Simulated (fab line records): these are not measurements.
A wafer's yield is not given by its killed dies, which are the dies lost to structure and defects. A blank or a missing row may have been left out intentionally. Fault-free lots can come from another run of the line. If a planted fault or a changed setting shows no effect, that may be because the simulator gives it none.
Struck lot and sound lot, side by side	flow gf180mcu	17 out of 602 route steps
Sound: wafers L770.2, L770.3, L770.6. Struck: wafer L778.3 (left out: L778.1, L778.6 of the same lot, which were not struck); the cause appears at the end.
Each step with rows lists, per side, the tool, then ch with its chambers, then its first start. Under that, the readings that differ: sound wafers	struck wafers	difference of the means	sigmas: that difference in standard deviations of wafers without a fault.
alike: a reading whose means differ by less than 2 such deviations, as well as words and numbers matching on both sides. not compared: withheld readings; readings where some wafer has no value; bounds like >300 that might hide an equal value; numbers whose values overlap and for which the record gives no deviation.
The two part at a step that has a row with sigmas, a row that says differs or no value, or rows on one side only. Numbers that have no deviation but don't overlap get no sigmas and don't part them. A reading that every wafer of one side lacks parts them only if that side has two wafers or more.

first, 4 steps without rows for these wafers: GF_SAB_SOFTBAKE_05 (time 60 s); GF_SAB_EXPOSE_06 (exposes mask SAB, target cd 420 nm); GF_SAB_PEB_07; GF_SAB_DEVELOP_08 (develop time 60 s).
GF_SAB_CD_MEAS_09: target cd 420 nm.
  sound on cdSem-01 at day 17 23:32; struck on cdSem-01 at day 21 09:42
  alike: cdNm
GF_SAB_OVL_MEAS_10:
  sound on overlay-01 at day 17 23:39; struck on overlay-02 at day 21 09:49
  alike: SAB_OVL
GF_SAB_ETCH_11: etches SiO2 in C4F8/O2/Ar, target depth 55 nm, time 8.5 s.
  sound on rieDiel-02 ch 1,3, day 17 23:41; struck on rieDiel-01 ch 3, day 21 09:51
  alike: biasW, oesProductAu
then, 1 step without rows for these wafers: GF_SAB_WET_ETCH_12 (etches SiO2 in dHF, target depth 22 nm, time 440 s).
GF_SAB_STRIP_13: strips in O2/N2.
  sound on plasmaAsher-01 ch 0,1, day 17 23:50; struck on plasmaAsher-04 ch 1, day 21 10:01
reading	sound	struck	difference	sigmas
drypumpMotorCurrentA (A)	6.4 6.3 5.5	5.1	-1.0	-2
heaterPowerW (W)	345 337 325	253	-83	-2
  alike: oesProductAu, stripTimeToEndpointS
  not compared: rfHoursCounterH
then, 2 steps without rows for these wafers: GF_SALICIDE_CLEAN_00 (cleans in SC1/SC2, time 150 s); GF_SALICIDE_WET_ETCH_01 (etches SiO2 in dHF, target depth 5 nm, time 100 s).
GF_SALICIDE_SPUTTER_02: material Co, target thk 10 nm, time 20 s.
  sound on pvdSputter-01 at day 18 00:01; struck on pvdSputter-03 at day 21 10:13
reading	sound	struck	difference	sigmas
throttleValvePct (%)	27.9 30.0 30.1	31.4	+2.1	+3
  alike: cathodeDcPowerW
GF_SALICIDE_SPUTTER_03: material TiN, target thk 20 nm, time 16.7 s.
  sound on pvdSputter-01 at day 18 00:03; struck on pvdSputter-03 at day 21 10:14
reading	sound	struck	difference	sigmas
cathodeDcPowerW (W)	6498.2 6498.6 6499.7	5743.3	-755.5	-99 or more
throttleValvePct (%)	28.2 29.7 30.1	31.5	+2.2	+3
model.TiN_of_SALICIDE_SPUTTER_03.thkNm (nm)	20.1 19.73 19.78	18.17	-1.70	
GF_SALICIDE_RS_MEAS_04: measures by four-point-probe.
  sound on filmMetro-04 at day 18 00:05; struck on filmMetro-04 at day 21 10:16
  alike: SALICIDE_TIN_RS
GF_SALICIDE_THK_MEAS_05: measures by xrf.
  sound on filmMetro-04 at day 18 00:12; struck on filmMetro-04 at day 21 10:23
reading	sound	struck	difference	sigmas
SALICIDE_TIN_THK (nm)	20.09 19.70 19.75	18.20	-1.65	-7
GF_SALICIDE_RTA_06: time 30 s.
  sound on rtpAnneal-01 ch 0, day 18 00:16; struck on rtpAnneal-02 ch 0, day 21 10:26
reading	sound	struck	difference	sigmas
lampPowerPct (%)	6.61 6.62 6.61	7.02	+0.41	+2
  alike: wafer_temp_C_max
-- the record jumps here: 12 days lie between the struck wafers' starts before and after (it left off in module SALICIDE and takes up again in module PASSIVATION, whose first step shown is number 602 of the route) --
GF_PASSIVATION_PROBE_99:
  record: rows for the struck wafers here (prober-02, day 33 17:32), none for the sound ones

WHERE THEY PART
At GF_SAB_STRIP_13 first; at GF_PASSIVATION_PROBE_99 last (within this record only).

WHY: what the simulator had put in
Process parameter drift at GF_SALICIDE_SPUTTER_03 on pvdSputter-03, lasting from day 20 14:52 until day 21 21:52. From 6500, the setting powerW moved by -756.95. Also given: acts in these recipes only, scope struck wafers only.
